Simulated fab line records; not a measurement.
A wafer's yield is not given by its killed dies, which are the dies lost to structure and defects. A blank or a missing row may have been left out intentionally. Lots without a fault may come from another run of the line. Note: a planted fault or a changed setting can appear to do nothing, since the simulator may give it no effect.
The tool behind it: which one? / flow sky130 / 24 lots, 72 wafers sampled, at 5 steps of a route of 708

== WHAT THE GAUGES READ, wafer by wafer ==
SKY_CONTACT_OVL_MEAS_15.
lot=L074; measured=day 32 08:28; on=overlay-02; CONTACT_OVL (nm)=0 -3 -6
lot=L076; measured=day 32 16:53; on=overlay-01; CONTACT_OVL (nm)=-3 -8 -5
lot=L075; measured=day 32 22:34; on=overlay-01; CONTACT_OVL (nm)=-3 -3 -6
lot=L077; measured=day 33 03:32; on=overlay-01; CONTACT_OVL (nm)=-7 -7 -4
lot=L078; measured=day 33 11:34; on=overlay-02; CONTACT_OVL (nm)=2 -2 -1
lot=L079; measured=day 33 13:53; on=overlay-02; CONTACT_OVL (nm)=-7 -4 -6
lot=L080; measured=day 33 20:17; on=overlay-01; CONTACT_OVL (nm)=14 9 11
lot=L081; measured=day 34 11:04; on=overlay-01; CONTACT_OVL (nm)=-9 -6 -8
lot=L083; measured=day 34 18:49; on=overlay-02; CONTACT_OVL (nm)=9 0 6
lot=L082; measured=day 34 20:20; on=overlay-02; CONTACT_OVL (nm)=-3 -5 -10
lot=L084; measured=day 35 02:54; on=overlay-02; CONTACT_OVL (nm)=-3 1 -1
lot=L085; measured=day 35 06:19; on=overlay-02; CONTACT_OVL (nm)=4 2 2
lot=L086; measured=day 35 23:37; on=overlay-02; CONTACT_OVL (nm)=-6 -3 -5
lot=L087; measured=day 36 10:17; on=overlay-02; CONTACT_OVL (nm)=-6 -8 -11
lot=L088; measured=day 36 17:13; on=overlay-02; CONTACT_OVL (nm)=-3 -10 2
lot=L089; measured=day 36 21:35; on=overlay-01; CONTACT_OVL (nm)=-7 -1 2
lot=L090; measured=day 36 22:06; on=overlay-01; CONTACT_OVL (nm)=-2 -5 -7
lot=L091; measured=day 37 09:38; on=overlay-01; CONTACT_OVL (nm)=-2 -5 5
lot=L092; measured=day 37 19:47; on=overlay-01; CONTACT_OVL (nm)=-4 -9 -6
lot=L093; measured=day 38 06:14; on=overlay-02; CONTACT_OVL (nm)=-7 -4 1
lot=L094; measured=day 38 10:47; on=overlay-01; CONTACT_OVL (nm)=-2 -9 -2
lot=L095; measured=day 38 14:58; on=overlay-01; CONTACT_OVL (nm)=5 4 9
lot=L096; measured=day 38 19:39; on=overlay-01; CONTACT_OVL (nm)=4 6 6
lot=L097; measured=day 38 20:14; on=overlay-01; CONTACT_OVL (nm)=-3 -2 -3

SKY_METAL1_RS_MEAS_05: measurement is done with a four-point probe.
lot=L074; measured=day 32 10:02; on=film-metro-03; METAL1_ALCU_RS (ohm/sq)=0.1267 0.1271 0.1253
lot=L076; measured=day 32 18:26; on=film-metro-04; METAL1_ALCU_RS (ohm/sq)=0.1279 0.1278 0.1272
lot=L075; measured=day 33 00:14; on=film-metro-02; METAL1_ALCU_RS (ohm/sq)=0.1257 0.1260 0.1259
lot=L077; measured=day 33 05:07; on=film-metro-02; METAL1_ALCU_RS (ohm/sq)=0.1247 0.1246 0.1256
lot=L078; measured=day 33 13:09; on=film-metro-02; METAL1_ALCU_RS (ohm/sq)=0.1254 0.1279 0.1275
lot=L079; measured=day 33 15:29; on=film-metro-04; METAL1_ALCU_RS (ohm/sq)=0.1241 0.1257 0.1239
lot=L080; measured=day 33 21:51; on=film-metro-03; METAL1_ALCU_RS (ohm/sq)=0.1290 0.1270 0.1302
lot=L081; measured=day 34 12:41; on=film-metro-03; METAL1_ALCU_RS (ohm/sq)=0.1279 0.1265 0.1253
lot=L083; measured=day 34 20:31; on=film-metro-04; METAL1_ALCU_RS (ohm/sq)=0.1258 0.1234 0.1272
lot=L082; measured=day 34 21:59; on=film-metro-02; METAL1_ALCU_RS (ohm/sq)=0.1244 0.1266 0.1234
lot=L084; measured=day 35 04:29; on=film-metro-02; METAL1_ALCU_RS (ohm/sq)=0.1261 0.1279 0.1269
lot=L085; measured=day 35 07:55; on=film-metro-03; METAL1_ALCU_RS (ohm/sq)=0.1235 0.1252 0.1247
lot=L086; measured=day 36 01:14; on=film-metro-02; METAL1_ALCU_RS (ohm/sq)=0.1269 0.1273 0.1257
lot=L087; measured=day 36 11:55; on=film-metro-03; METAL1_ALCU_RS (ohm/sq)=0.1266 0.1262 0.1276
lot=L088; measured=day 36 18:48; on=film-metro-04; METAL1_ALCU_RS (ohm/sq)=0.1247 0.1268 0.1250
lot=L089; measured=day 36 23:11; on=film-metro-02; METAL1_ALCU_RS (ohm/sq)=0.1295 0.1295 0.1306
lot=L090; measured=day 36 23:40; on=film-metro-04; METAL1_ALCU_RS (ohm/sq)=0.1269 0.1281 0.1273
lot=L091; measured=day 37 11:13; on=film-metro-02; METAL1_ALCU_RS (ohm/sq)=0.1259 0.1254 0.1229
lot=L092; measured=day 37 21:22; on=film-metro-04; METAL1_ALCU_RS (ohm/sq)=0.1258 0.1262 0.1257
lot=L093; measured=day 38 07:50; on=film-metro-03; METAL1_ALCU_RS (ohm/sq)=0.1276 0.1273 0.1270
lot=L094; measured=day 38 12:26; on=film-metro-02; METAL1_ALCU_RS (ohm/sq)=0.1280 0.1264 0.1265
lot=L095; measured=day 38 16:31; on=film-metro-03; METAL1_ALCU_RS (ohm/sq)=0.1274 0.1283 0.1254
lot=L096; measured=day 38 21:12; on=film-metro-03; METAL1_ALCU_RS (ohm/sq)=0.1267 0.1257 0.1258
lot=L097; measured=day 38 21:47; on=film-metro-04; METAL1_ALCU_RS (ohm/sq)=0.1267 0.1267 0.1289

SKY_VIA2_RS_MEAS_22: measurement is done with a four-point probe.
lot=L074; measured=day 37 02:10; on=film-metro-02; VIA2_W_RS (ohm/sq)=0.266 0.265 0.266
lot=L076; measured=day 37 10:26; on=film-metro-01; VIA2_W_RS (ohm/sq)=0.272 0.274 0.273
lot=L075; measured=day 37 14:52; on=film-metro-02; VIA2_W_RS (ohm/sq)=0.266 0.270 0.269
lot=L077; measured=day 37 18:53; on=film-metro-01; VIA2_W_RS (ohm/sq)=0.263 0.267 0.267
lot=L078; measured=day 38 03:42; on=film-metro-02; VIA2_W_RS (ohm/sq)=0.271 0.270 0.270
lot=L079; measured=day 38 07:02; on=film-metro-04; VIA2_W_RS (ohm/sq)=0.266 0.265 0.264
lot=L080; measured=day 38 11:04; on=film-metro-04; VIA2_W_RS (ohm/sq)=0.277 0.275 0.279
lot=L081; measured=day 39 01:50; on=film-metro-01; VIA2_W_RS (ohm/sq)=0.269 0.267 0.268
lot=L083; measured=day 39 09:05; on=film-metro-02; VIA2_W_RS (ohm/sq)=0.268 0.272 0.271
lot=L082; measured=day 39 11:17; on=film-metro-01; VIA2_W_RS (ohm/sq)=0.269 0.269 0.270
lot=L084; measured=day 39 18:35; on=film-metro-01; VIA2_W_RS (ohm/sq)=0.270 0.270 0.272
lot=L085; measured=day 39 20:19; on=film-metro-04; VIA2_W_RS (ohm/sq)=0.269 0.268 0.268
lot=L086; measured=day 40 13:22; on=film-metro-04; VIA2_W_RS (ohm/sq)=0.270 0.270 0.276
lot=L087; measured=day 40 22:57; on=film-metro-04; VIA2_W_RS (ohm/sq)=0.272 0.272 0.275
lot=L088; measured=day 41 05:40; on=film-metro-04; VIA2_W_RS (ohm/sq)=0.271 0.273 0.272
lot=L089; measured=day 41 09:06; on=film-metro-04; VIA2_W_RS (ohm/sq)=0.271 0.269 0.270
lot=L090; measured=day 41 10:35; on=film-metro-01; VIA2_W_RS (ohm/sq)=0.267 0.270 0.267
lot=L091; measured=day 41 20:49; on=film-metro-01; VIA2_W_RS (ohm/sq)=0.272 0.266 0.270
lot=L092; measured=day 42 05:55; on=film-metro-04; VIA2_W_RS (ohm/sq)=0.273 0.271 0.271
lot=L093; measured=day 42 15:10; on=film-metro-04; VIA2_W_RS (ohm/sq)=0.270 0.269 0.267
lot=L094; measured=day 42 20:01; on=film-metro-02; VIA2_W_RS (ohm/sq)=0.263 0.268 0.266
lot=L095; measured=day 42 23:36; on=film-metro-01; VIA2_W_RS (ohm/sq)=0.268 0.269 0.267
lot=L096; measured=day 43 03:26; on=film-metro-01; VIA2_W_RS (ohm/sq)=0.268 0.265 0.269
lot=L097; measured=day 43 05:29; on=film-metro-04; VIA2_W_RS (ohm/sq)=0.271 0.272 0.272

== WHAT TOOL EACH LOT RAN ON (gives the tool, then ch and the chambers of the sampled wafers, and finally the start) ==
lot=L074; SKY_LI_CONTACT_ETCH_14=rie-diel-03 ch 1,3, day 29 23:34; SKY_LI_CONTACT_CVD_21=cvd-w-01 ch 0,1, day 30 00:08
lot=L076; SKY_LI_CONTACT_ETCH_14=rie-diel-04 ch 1,2,3, day 30 07:36; SKY_LI_CONTACT_CVD_21=cvd-w-02 ch 0,1, day 30 08:10
lot=L075; SKY_LI_CONTACT_ETCH_14=rie-diel-03 ch 1,3, day 30 12:11; SKY_LI_CONTACT_CVD_21=cvd-w-01 ch 0,1, day 30 12:55
lot=L077; SKY_LI_CONTACT_ETCH_14=rie-diel-04 ch 1,2,3, day 30 18:04; SKY_LI_CONTACT_CVD_21=cvd-w-01 ch 0,1, day 30 18:40
lot=L078; SKY_LI_CONTACT_ETCH_14=rie-diel-01 ch 0,1,2, day 31 01:08; SKY_LI_CONTACT_CVD_21=cvd-w-01 ch 0,1, day 31 01:44
lot=L079; SKY_LI_CONTACT_ETCH_14=rie-diel-01 ch 2,3, day 31 04:34; SKY_LI_CONTACT_CVD_21=cvd-w-01 ch 0,1, day 31 05:08
lot=L080; SKY_LI_CONTACT_ETCH_14=rie-diel-04 ch 0,1,3, day 31 11:06; SKY_LI_CONTACT_CVD_21=cvd-w-01 ch 0,1, day 31 11:40
lot=L081; SKY_LI_CONTACT_ETCH_14=rie-diel-03 ch 1,2, day 32 00:19; SKY_LI_CONTACT_CVD_21=cvd-w-02 ch 0,1, day 32 00:53
lot=L083; SKY_LI_CONTACT_ETCH_14=rie-diel-04 ch 0,1,2, day 32 10:56; SKY_LI_CONTACT_CVD_21=cvd-w-02 ch 0,1, day 32 11:30
lot=L082; SKY_LI_CONTACT_ETCH_14=rie-diel-03 ch 2,3, day 32 11:17; SKY_LI_CONTACT_CVD_21=cvd-w-01 ch 0,1, day 32 11:51
lot=L084; SKY_LI_CONTACT_ETCH_14=rie-diel-04 ch 0,1,3, day 32 18:09; SKY_LI_CONTACT_CVD_21=cvd-w-01 ch 0,1, day 32 18:45
lot=L085; SKY_LI_CONTACT_ETCH_14=rie-diel-01 ch 1,2,3, day 32 22:17; SKY_LI_CONTACT_CVD_21=cvd-w-01 ch 0,1, day 32 22:52
lot=L086; SKY_LI_CONTACT_ETCH_14=rie-diel-03 ch 0,2,3, day 33 15:21; SKY_LI_CONTACT_CVD_21=cvd-w-02 ch 0,1, day 33 15:58
lot=L087; SKY_LI_CONTACT_ETCH_14=rie-diel-01 ch 0,1,3, day 34 03:45; SKY_LI_CONTACT_CVD_21=cvd-w-01 ch 0,1, day 34 04:19
lot=L088; SKY_LI_CONTACT_ETCH_14=rie-diel-04 ch 0,1, day 34 09:51; SKY_LI_CONTACT_CVD_21=cvd-w-01 ch 0,1, day 34 10:25
lot=L089; SKY_LI_CONTACT_ETCH_14=rie-diel-03 ch 0,3, day 34 14:01; SKY_LI_CONTACT_CVD_21=cvd-w-02 ch 0,1, day 34 14:37
lot=L090; SKY_LI_CONTACT_ETCH_14=rie-diel-04 ch 0,3, day 34 15:14; SKY_LI_CONTACT_CVD_21=cvd-w-02 ch 0,1, day 34 15:48
lot=L091; SKY_LI_CONTACT_ETCH_14=rie-diel-01 ch 0,1,3, day 35 01:45; SKY_LI_CONTACT_CVD_21=cvd-w-01 ch 0,1, day 35 02:22
lot=L092; SKY_LI_CONTACT_ETCH_14=rie-diel-04 ch 1,2, day 35 12:27; SKY_LI_CONTACT_CVD_21=cvd-w-02 ch 0, day 35 13:01
lot=L093; SKY_LI_CONTACT_ETCH_14=rie-diel-03 ch 0,1,3, day 35 22:50; SKY_LI_CONTACT_CVD_21=cvd-w-01 ch 0,1, day 35 23:24
lot=L094; SKY_LI_CONTACT_ETCH_14=rie-diel-01 ch 1,2,3, day 36 04:18; SKY_LI_CONTACT_CVD_21=cvd-w-01 ch 0,1, day 36 04:52
lot=L095; SKY_LI_CONTACT_ETCH_14=rie-diel-03 ch 0,2,3, day 36 08:32; SKY_LI_CONTACT_CVD_21=cvd-w-01 ch 0,1, day 36 09:08
lot=L096; SKY_LI_CONTACT_ETCH_14=rie-diel-01 ch 2,3, day 36 13:59; SKY_LI_CONTACT_CVD_21=cvd-w-01 ch 0,1, day 36 14:34
lot=L097; SKY_LI_CONTACT_ETCH_14=rie-diel-03 ch 0,1,3, day 36 14:34; SKY_LI_CONTACT_CVD_21=cvd-w-02 ch 0,1, day 36 15:08
- SKY_LI_CONTACT_ETCH_14: etches BARC in N2/H2, stops on SiO2, time 44.54 s, target depth 60 nm.
- SKY_LI_CONTACT_CVD_21: deposits W, target thk 400 nm, time 120.56 s.

== WHAT THE TOOLS THEMSELVES READ (means of the sampled wafers that have a number; where no wafer has one, the mark that the record gives instead) ==
SKY_LI_CONTACT_ETCH_14.
lot=L074; tool=rie-diel-03; bias-w (W)=100.1; drypump-motor-current-A (A)=6.1; oes-product-au (a.u.)=0.873; throttle-valve-pct (%)=13.224
lot=L076; tool=rie-diel-04; bias-w (W)=100.3; drypump-motor-current-A (A)=6.1; oes-product-au (a.u.)=0.873; throttle-valve-pct (%)=13.221
lot=L075; tool=rie-diel-03; bias-w (W)=99.7; drypump-motor-current-A (A)=6.0; oes-product-au (a.u.)=0.867; throttle-valve-pct (%)=13.236
lot=L077; tool=rie-diel-04; bias-w (W)=99.9; drypump-motor-current-A (A)=6.1; oes-product-au (a.u.)=0.862; throttle-valve-pct (%)=13.230
lot=L078; tool=rie-diel-01; bias-w (W)=100.0; drypump-motor-current-A (A)=5.6; oes-product-au (a.u.)=0.866; throttle-valve-pct (%)=13.228
lot=L079; tool=rie-diel-01; bias-w (W)=99.7; drypump-motor-current-A (A)=5.3; oes-product-au (a.u.)=0.866; throttle-valve-pct (%)=13.228
lot=L080; tool=rie-diel-04; bias-w (W)=100.3; drypump-motor-current-A (A)=5.9; oes-product-au (a.u.)=0.871; throttle-valve-pct (%)=13.221
lot=L081; tool=rie-diel-03; bias-w (W)=99.8; drypump-motor-current-A (A)=5.5; oes-product-au (a.u.)=0.869; throttle-valve-pct (%)=13.232
lot=L083; tool=rie-diel-04; bias-w (W)=100.1; drypump-motor-current-A (A)=6.1; oes-product-au (a.u.)=0.878; throttle-valve-pct (%)=13.222
lot=L082; tool=rie-diel-03; bias-w (W)=99.9; drypump-motor-current-A (A)=5.8; oes-product-au (a.u.)=0.866; throttle-valve-pct (%)=13.224
lot=L084; tool=rie-diel-04; bias-w (W)=99.9; drypump-motor-current-A (A)=5.9; oes-product-au (a.u.)=0.866; throttle-valve-pct (%)=13.215
lot=L085; tool=rie-diel-01; bias-w (W)=99.7; drypump-motor-current-A (A)=5.2; oes-product-au (a.u.)=0.872; throttle-valve-pct (%)=13.219
lot=L086; tool=rie-diel-03; bias-w (W)=100.0; drypump-motor-current-A (A)=5.4; oes-product-au (a.u.)=0.876; throttle-valve-pct (%)=13.225
lot=L087; tool=rie-diel-01; bias-w (W)=100.3; drypump-motor-current-A (A)=5.4; oes-product-au (a.u.)=0.867; throttle-valve-pct (%)=13.228
lot=L088; tool=rie-diel-04; bias-w (W)=99.9; drypump-motor-current-A (A)=5.8; oes-product-au (a.u.)=0.871; throttle-valve-pct (%)=13.224
lot=L089; tool=rie-diel-03; bias-w (W)=99.8; drypump-motor-current-A (A)=5.3; oes-product-au (a.u.)=0.873; throttle-valve-pct (%)=13.225
lot=L090; tool=rie-diel-04; bias-w (W)=99.8; drypump-motor-current-A (A)=5.9; oes-product-au (a.u.)=0.866; throttle-valve-pct (%)=13.220
lot=L091; tool=rie-diel-01; bias-w (W)=100.0; drypump-motor-current-A (A)=5.4; oes-product-au (a.u.)=0.867; throttle-valve-pct (%)=13.230
lot=L092; tool=rie-diel-04; bias-w (W)=100.1; drypump-motor-current-A (A)=6.3; oes-product-au (a.u.)=0.873; throttle-valve-pct (%)=13.227
lot=L093; tool=rie-diel-03; bias-w (W)=100.2; drypump-motor-current-A (A)=5.7; oes-product-au (a.u.)=0.868; throttle-valve-pct (%)=13.231
lot=L094; tool=rie-diel-01; bias-w (W)=99.7; drypump-motor-current-A (A)=5.2; oes-product-au (a.u.)=0.868; throttle-valve-pct (%)=13.226
lot=L095; tool=rie-diel-03; bias-w (W)=100.1; drypump-motor-current-A (A)=5.4; oes-product-au (a.u.)=0.868; throttle-valve-pct (%)=13.223
lot=L096; tool=rie-diel-01; bias-w (W)=99.8; drypump-motor-current-A (A)=5.1; oes-product-au (a.u.)=0.872; throttle-valve-pct (%)=13.218
lot=L097; tool=rie-diel-03; bias-w (W)=100.2; drypump-motor-current-A (A)=5.7; oes-product-au (a.u.)=0.867; throttle-valve-pct (%)=13.225

SKY_LI_CONTACT_CVD_21.
lot=L074; tool=cvd-w-01; chamber-pressure-Torr (Torr)=40.00; heater-power-w (W)=892
lot=L076; tool=cvd-w-02; chamber-pressure-Torr (Torr)=39.99; heater-power-w (W)=800
lot=L075; tool=cvd-w-01; chamber-pressure-Torr (Torr)=39.97; heater-power-w (W)=912
lot=L077; tool=cvd-w-01; chamber-pressure-Torr (Torr)=39.95; heater-power-w (W)=899
lot=L078; tool=cvd-w-01; chamber-pressure-Torr (Torr)=40.05; heater-power-w (W)=903
lot=L079; tool=cvd-w-01; chamber-pressure-Torr (Torr)=39.97; heater-power-w (W)=896
lot=L080; tool=cvd-w-01; chamber-pressure-Torr (Torr)=39.91; heater-power-w (W)=910
lot=L081; tool=cvd-w-02; chamber-pressure-Torr (Torr)=40.01; heater-power-w (W)=861
lot=L083; tool=cvd-w-02; chamber-pressure-Torr (Torr)=40.05; heater-power-w (W)=866
lot=L082; tool=cvd-w-01; chamber-pressure-Torr (Torr)=40.05; heater-power-w (W)=886
lot=L084; tool=cvd-w-01; chamber-pressure-Torr (Torr)=40.08; heater-power-w (W)=917
lot=L085; tool=cvd-w-01; chamber-pressure-Torr (Torr)=39.96; heater-power-w (W)=910
lot=L086; tool=cvd-w-02; chamber-pressure-Torr (Torr)=40.00; heater-power-w (W)=870
lot=L087; tool=cvd-w-01; chamber-pressure-Torr (Torr)=39.98; heater-power-w (W)=927
lot=L088; tool=cvd-w-01; chamber-pressure-Torr (Torr)=40.03; heater-power-w (W)=930
lot=L089; tool=cvd-w-02; chamber-pressure-Torr (Torr)=39.96; heater-power-w (W)=873
lot=L090; tool=cvd-w-02; chamber-pressure-Torr (Torr)=40.00; heater-power-w (W)=869
lot=L091; tool=cvd-w-01; chamber-pressure-Torr (Torr)=40.11; heater-power-w (W)=905
lot=L092; tool=cvd-w-02; chamber-pressure-Torr (Torr)=40.08; heater-power-w (W)=932
lot=L093; tool=cvd-w-01; chamber-pressure-Torr (Torr)=39.92; heater-power-w (W)=912
lot=L094; tool=cvd-w-01; chamber-pressure-Torr (Torr)=39.97; heater-power-w (W)=912
lot=L095; tool=cvd-w-01; chamber-pressure-Torr (Torr)=40.05; heater-power-w (W)=924
lot=L096; tool=cvd-w-01; chamber-pressure-Torr (Torr)=40.00; heater-power-w (W)=913
lot=L097; tool=cvd-w-02; chamber-pressure-Torr (Torr)=40.16; heater-power-w (W)=811

== THE ANSWER, worked out from the rows above alone ==
Rule: the lots themselves supply what counts as usual. Put in order of their means at a reading, lots are off if they are a third of the lots or fewer, leave a main group of 4 or more, and stand apart from it by a gap of 3 or more times the standard deviation of the main group's means; of several such gaps the widest counts. A main group is skipped when, at the precision printed for the reading in the tables above, its means are all equal. A lot without any number at a reading at which 4 lots or more have one is off too. Where the step has rows for the other lots, those lots are counted as sound. After the gauges, taken in route order, come the tools' own readings; for these a lot's mean is taken, as printed above. The first step at which some lot is off is used, and at that step the reading that is off furthest; a lot without a number counts as furthest.
No lot is off on any of the readings shown, so nothing can be concluded from this.

== WHAT WAS PUT IN BY THE SIMULATOR ==
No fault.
